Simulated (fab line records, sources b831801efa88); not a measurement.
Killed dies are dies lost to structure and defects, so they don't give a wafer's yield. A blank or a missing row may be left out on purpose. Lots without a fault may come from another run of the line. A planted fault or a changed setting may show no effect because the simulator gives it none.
Chamber matching | flow gf180mcu | GF_CONTACT_CMP_04 on cmp-02: 4 sister chambers
The step polishes SiO2. 4 wafers are shown with their chamber, then 7 later ones without.

WAFERS WITH THEIR CHAMBER
wafer  | chamber | motor_current_A (A)
L606.2 | 3       | 12.8
L609.5 | 1       | 14.3
L610.3 | 0       | 11.2
L610.4 | 2       | 13.1

WAFERS WITHOUT THEIR CHAMBER
wafer  | motor_current_A (A)
L610.5 | 14.7
L615.1 | 12.8
L615.2 | 10.5
L615.4 | 14.7
L619.1 | 11.0
L619.4 | 14.5
L619.5 | 12.6

WHICH CHAMBER EACH WENT THROUGH
wafer  | from the rows above     | in truth
L610.5 | 1                       | 1
L615.1 | can't be placed: 3 or 2 | 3
L615.2 | 0                       | 0
L615.4 | 1                       | 1
L619.1 | 0                       | 0
L619.4 | 1                       | 1
L619.5 | can't be placed: 3 or 2 | 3
Placed correctly: 5 of 7. Can't be placed from these rows: 2 (the true chamber is among the candidates in 2). Placed wrongly: 0.
How it was worked out, from the rows above alone: a wafer's distance from a chamber is the root of the sum, over the readings, of the square of ((its reading less the chamber's mean) divided by the reading's scatter). The wafer belongs to the nearest chamber; if the next one is less than 2 further off, it can't be placed. A chamber's mean is the mean of its shown wafers. The scatter: with one shown wafer a chamber, the root of the mean of the squares of how far each hidden wafer lies from its nearest shown one.
